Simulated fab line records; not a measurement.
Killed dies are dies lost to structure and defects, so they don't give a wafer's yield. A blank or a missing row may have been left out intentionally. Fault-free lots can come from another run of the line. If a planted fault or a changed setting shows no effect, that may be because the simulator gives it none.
What tool caused it? :: flow sky130 :: 14 lots (42 wafers sampled), 1 step of a 708-step route

## WHAT EACH GAUGE READ, for each wafer
No reading from a measuring or inspecting step in the record can be judged against a usual standard deviation.

## TOOL THAT RAN EACH LOT (tool first, then ch and the chambers of the sampled wafers, then the start)
lot: L380
SKY_METAL1_PEB_13: litho track-01 ch 0, day 32 21:00

lot: L383
SKY_METAL1_PEB_13: litho track-03 ch 0, day 34 01:00

lot: L382
SKY_METAL1_PEB_13: litho track-02 ch 0, day 34 05:00

lot: L384
SKY_METAL1_PEB_13: litho track-02 ch 0, day 34 07:00

lot: L385
SKY_METAL1_PEB_13: litho track-01 ch 0, day 34 23:00

lot: L386
SKY_METAL1_PEB_13: litho track-01 ch 0, day 35 02:00

lot: L387
SKY_METAL1_PEB_13: litho track-02 ch 0, day 35 06:00

lot: L388
SKY_METAL1_PEB_13: litho track-03 ch 0, day 35 17:00

lot: L394
SKY_METAL1_PEB_13: litho track-02, day 37 09:00

lot: L395
SKY_METAL1_PEB_13: litho track-03, day 37 19:00

lot: L399
SKY_METAL1_PEB_13: litho track-02 ch 0, day 39 03:00

lot: L400
SKY_METAL1_PEB_13: litho track-02 ch 0, day 39 15:00

lot: L401
SKY_METAL1_PEB_13: litho track-03 ch 0, day 39 23:00

lot: L402
SKY_METAL1_PEB_13: litho track-01 ch 0, day 40 11:00
- SKY_METAL1_PEB_13

## WHAT THE TOOLS THEMSELVES READ (means of the sampled wafers that have a number; where no wafer has one, the mark that the record gives instead)
SKY_METAL1_PEB_13.
lot: L380
tool: litho track-01
exhaust pa (Pa): 45.7

lot: L383
tool: litho track-03
exhaust pa (Pa): 44.7

lot: L382
tool: litho track-02
exhaust pa (Pa): 45.1

lot: L384
tool: litho track-02
exhaust pa (Pa): 43.7

lot: L385
tool: litho track-01
exhaust pa (Pa): 46.1

lot: L386
tool: litho track-01
exhaust pa (Pa): 46.1

lot: L387
tool: litho track-02
exhaust pa (Pa): 45.2

lot: L388
tool: litho track-03
exhaust pa (Pa): 43.9

lot: L394
tool: litho track-02
exhaust pa (Pa): -

lot: L395
tool: litho track-03
exhaust pa (Pa): -

lot: L399
tool: litho track-02
exhaust pa (Pa): 45.1

lot: L400
tool: litho track-02
exhaust pa (Pa): 45.2

lot: L401
tool: litho track-03
exhaust pa (Pa): 45.1

lot: L402
tool: litho track-01
exhaust pa (Pa): 46.1

## THE ANSWER, worked out from the rows above alone
Rule: what is usual is taken from the lots themselves. The widest of any qualifying gaps counts: lots, ordered by their means at a reading, are off when they make up no more than a third of the lots, leave a main group of 4 or more, and stand apart from it by 3 or more times the standard deviation of that group's means. A main group is skipped when, at the precision printed for the reading in the tables above, its means are all equal. Also off: a lot with no number at a reading for which 4 or more lots have one. All remaining lots with rows at the step are treated as sound. Order of review: gauges by route order, followed by the tools' own readings, for which a lot's mean as printed above is used. The first step at which some lot is off is used, and at that step the reading that is off furthest; a lot without a number counts as furthest.
Off: L394, L395 (SKY_METAL1_PEB_13, exhaust pa). Without a number there: L394, L395. Mean 45.2 Pa and standard deviation 0.76 in the main group.
If a tool, at that step or one of the process steps before it, ran each lot that is off and ran no sound lot following the first of them, it fits. Of those tried, none fits.

## WHAT HAD BEEN PUT IN BY THE SIMULATOR
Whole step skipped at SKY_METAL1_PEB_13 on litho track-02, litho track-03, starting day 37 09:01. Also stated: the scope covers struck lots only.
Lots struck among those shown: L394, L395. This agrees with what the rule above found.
